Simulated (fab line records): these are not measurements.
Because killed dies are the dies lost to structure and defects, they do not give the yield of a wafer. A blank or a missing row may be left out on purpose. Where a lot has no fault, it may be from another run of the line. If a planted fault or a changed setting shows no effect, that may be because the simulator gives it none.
Which tool is to blame? ; flow sky130 ; 11 lots with 33 wafers sampled at 3 steps, on a route of 708 steps

## WHAT EACH GAUGE READ, for each wafer
SKY_VT_ADJUST_NCORE_TW_MEAS_11.
lot;measured;on;VT_ADJUST_NCORE_TW
L662;day 9 12:33;filmMetro-03;217.7 215.7 216.5
L665;day 10 07:51;filmMetro-03;215.8 215.5 216.0
L666;day 10 13:43;filmMetro-02;209.5 209.7 209.5
L667;day 10 23:05;filmMetro-02;209.4 209.1 209.6
L669;day 11 11:17;filmMetro-01;212.8 213.8 213.1
L674;day 12 21:05;filmMetro-03;217.5 217.8 217.9
L675;day 13 05:10;filmMetro-02;217.1 217.5 216.7
L677;day 13 19:35;filmMetro-03;217.5 219.2 217.8
L679;day 14 14:39;filmMetro-01;220.9 221.0 220.6
L681;day 15 03:53;filmMetro-02;216.0 217.3 216.3
L682;day 15 07:08;filmMetro-03;217.2 217.2 217.4

## TOOL THAT RAN EACH LOT (tool first, then ch and the chambers of the sampled wafers, then the start)
lot;SKY_VT_ADJUST_LVTN_STRIP_20;SKY_VT_ADJUST_NCORE_IMPLANT_09
L662;plasmaAsher-03 ch 0,1, day 8 14:55;implanter-02 ch 0, day 9 12:18
L665;plasmaAsher-03 ch 0,1, day 9 09:36;implanter-02 ch 0, day 10 07:36
L666;plasmaAsher-01 ch 0,1, day 9 15:18;implanter-02 ch 0, day 10 13:28
L667;plasmaAsher-02 ch 0,1, day 10 00:23;implanter-02 ch 0, day 10 22:50
L669;plasmaAsher-02 ch 0,1, day 10 12:00;implanter-02 ch 0, day 11 11:04
L674;plasmaAsher-01 ch 0,1, day 11 20:33;implanter-04 ch 0, day 12 20:50
L675;plasmaAsher-01 ch 0,1, day 12 04:13;implanter-01 ch 0, day 13 04:57
L677;plasmaAsher-02 ch 0,1, day 12 17:25;implanter-04 ch 0, day 13 19:20
L679;plasmaAsher-02 ch 0,1, day 13 11:52;implanter-02 ch 0, day 14 14:24
L681;plasmaAsher-03 ch 1, day 14 00:29;implanter-02 ch 0, day 15 03:40
L682;plasmaAsher-02 ch 0,1, day 14 04:32;implanter-01 ch 0, day 15 06:55
- SKY_VT_ADJUST_LVTN_STRIP_20: strips in O2/N2.
- SKY_VT_ADJUST_NCORE_IMPLANT_09

## THE ANSWER, worked out from the rows above alone
Rule: the usual values come from the lots themselves. The widest of any qualifying gaps counts: lots, ordered by their means at a reading, are off when they make up no more than a third of the lots, leave a main group of 4 or more, and stand apart from it by 3 or more times the standard deviation of that group's means. A main group whose means are all the same, to the digits that the tables above print for the reading, isn't used. Also off: a lot with no number at a reading for which 4 or more lots have one. All remaining lots with rows at the step are treated as sound.
Across all readings shown, no lot is off: no conclusion can be drawn from this.

## WHAT HAD BEEN PUT IN BY THE SIMULATOR
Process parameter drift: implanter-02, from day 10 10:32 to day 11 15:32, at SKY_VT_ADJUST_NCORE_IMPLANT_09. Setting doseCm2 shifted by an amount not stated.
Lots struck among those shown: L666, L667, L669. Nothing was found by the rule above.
